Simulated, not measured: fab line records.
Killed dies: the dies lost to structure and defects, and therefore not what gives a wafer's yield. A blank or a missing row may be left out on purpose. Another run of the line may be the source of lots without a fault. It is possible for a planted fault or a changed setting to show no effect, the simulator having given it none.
Chamber matching ; flow sfqLine ; SFQ_TRILAYER_I6_VIA_ETCH_VIA_ETCH_172 on rieDiel-03 has 4 sister chambers
The step etches SiO2 in CHF3, stops on Nb, target depth 260 nm. 4 wafers are shown with their chamber, then 7 later ones without.

## EACH WAFER AND ITS CHAMBER
wafer;chamber;drypumpMotorCurrentA (A)
L207.3;1;5.6
L207.4;2;4.7
L208.2;0;5.6
L208.4;3;5.8

## WAFERS WITH NO CHAMBER GIVEN
wafer;drypumpMotorCurrentA (A)
L208.6;5.7
L211.1;5.8
L211.4;4.7
L211.6;5.8
L214.2;4.7
L214.4;5.5
L214.5;5.6

## CHAMBER TAKEN BY EACH
wafer;from the rows above;in truth
L208.6;can't be placed: 3 or 0 or 1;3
L211.1;3;3
L211.4;2;2
L211.6;3;3
L214.2;2;2
L214.4;can't be placed: 0 or 1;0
L214.5;can't be placed: 0 or 1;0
Correctly placed: 4 of 7. From these rows, 3 cannot be placed; in 3 the true chamber is one of the candidates. Wrongly placed: 0.
How it was worked out, from the rows above alone: a wafer's distance from a chamber is the root of the sum, over the readings, of the square of ((its reading less the chamber's mean) divided by the reading's scatter). If the next closest chamber is less than 2 further off than the closest, the wafer can't be placed; otherwise it belongs to the closest. For every chamber, the mean is computed from those of its wafers that are shown. The scatter (one wafer shown for each chamber): square how far every hidden wafer sits from the nearest shown wafer, average those squares and take the square root.
